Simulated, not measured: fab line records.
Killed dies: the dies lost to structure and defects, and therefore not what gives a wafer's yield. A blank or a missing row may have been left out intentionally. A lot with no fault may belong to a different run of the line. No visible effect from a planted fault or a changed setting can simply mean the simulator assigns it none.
Which tool was responsible?    flow gf180mcu    Sampling: 14 lots, 42 wafers, 3 of 602 route steps

## WHAT THE GAUGES READ, wafer by wafer
GF_STI_THK_MEAS_24.
lot   measured     on             STI_CVD_23_THK (nm)
L518  day 2 03:34  film-metro-03  653 653 646
L519  day 2 09:38  film-metro-03  653 652 661
L520  day 2 14:07  film-metro-04  657 645 643
L521  day 2 19:32  film-metro-04  655 658 656
L522  day 3 00:24  film-metro-04  645 641 658
L523  day 3 05:01  film-metro-04  665 663 667
L524  day 3 10:58  film-metro-04  661 674 660
L525  day 3 17:22  film-metro-03  653 659 655
L526  day 3 21:22  film-metro-02  645 647 644
L527  day 4 01:14  film-metro-03  661 661 658
L534  day 5 14:35  film-metro-02  690 685 679
L535  day 5 19:05  film-metro-02  682 685 676
L538  day 6 10:22  film-metro-02  650 640 646
L539  day 6 16:09  film-metro-02  649 646 647

GF_V1_THK_MEAS_01.
lot   measured      on             V1_CVD_00_THK (nm)
L518  day 17 03:40  film-metro-03  594 604 597
L519  day 17 06:11  film-metro-03  604 600 601
L520  day 17 16:06  film-metro-02  596 597 593
L521  day 18 11:16  film-metro-04  605 605 605
L522  day 18 21:31  film-metro-02  604 598 595
L523  day 19 17:22  film-metro-03  586 591 607
L524  day 19 17:00  film-metro-04  603 600 601
L525  day 20 05:12  film-metro-04  605 610 602
L526  day 20 05:35  film-metro-02  605 595 606
L527  day 20 16:44  film-metro-04  589 600 593
L534  day 23 00:37  film-metro-03  602 599 598
L535  day 23 04:13  film-metro-03  600 599 606
L538  day 24 06:56  film-metro-04  599 596 590
L539  day 24 13:33  film-metro-02  603 604 603

## WHAT TOOL EACH LOT RAN ON (gives the tool, then ch and the chambers of the sampled wafers, and finally the start)
lot   GF_STI_CVD_23
L518  hdpcvd-02 ch 0,1, day 2 03:29
L519  hdpcvd-01 ch 0,1,2, day 2 09:34
L520  hdpcvd-02 ch 0,1,2, day 2 14:02
L521  hdpcvd-01 ch 1,2, day 2 19:28
L522  hdpcvd-02 ch 0,1,2, day 3 00:20
L523  hdpcvd-01 ch 1,2, day 3 04:56
L524  hdpcvd-01 ch 1,2, day 3 10:53
L525  hdpcvd-02 ch 0,1,2, day 3 17:18
L526  hdpcvd-02 ch 0,1,2, day 3 21:18
L527  hdpcvd-01 ch 0,1, day 4 01:10
L534  hdpcvd-01 ch 0,1, day 5 14:30
L535  hdpcvd-01 ch 0,1,2, day 5 19:01
L538  hdpcvd-02 ch 0,2, day 6 10:17
L539  hdpcvd-02 ch 0,2, day 6 16:02
- GF_STI_CVD_23: deposits SiO2, target thk 650 nm, time 108.3 s.

## AS READ BY THE TOOLS THEMSELVES (means over the sampled wafers that have a number; for cases with no such wafer, the mark the record gives instead)
GF_STI_CVD_23.
lot   tool       sih4-flow-sccm (sccm)
L518  hdpcvd-02  59.95
L519  hdpcvd-01  60.03
L520  hdpcvd-02  60.08
L521  hdpcvd-01  60.09
L522  hdpcvd-02  60.13
L523  hdpcvd-01  59.94
L524  hdpcvd-01  59.76
L525  hdpcvd-02  59.91
L526  hdpcvd-02  59.95
L527  hdpcvd-01  59.89
L534  hdpcvd-01  60.01
L535  hdpcvd-01  59.94
L538  hdpcvd-02  60.06
L539  hdpcvd-02  59.84

## THE ANSWER, worked out from the rows above alone
Rule: usual is defined by the lots themselves. Put in order of their means at a reading, lots are off if they are a third of the lots or fewer, leave a main group of 4 or more, and stand apart from it by a gap of 3 or more times the standard deviation of the main group's means; of several such gaps the widest counts. Not used: any main group whose means are identical at the precision the tables above print for the reading. Also off: a lot with no number at a reading for which 4 or more lots have one. All remaining lots with rows at the step are treated as sound. After the gauges, taken in route order, come the tools' own readings; for these a lot's mean is taken, as printed above. At the first step where some lot is off, the reading lying furthest off is the one used; lots without a number count as furthest.
None of the lots is off at any reading shown; this tells nothing.

## WHAT THE SIMULATOR HAD PUT IN
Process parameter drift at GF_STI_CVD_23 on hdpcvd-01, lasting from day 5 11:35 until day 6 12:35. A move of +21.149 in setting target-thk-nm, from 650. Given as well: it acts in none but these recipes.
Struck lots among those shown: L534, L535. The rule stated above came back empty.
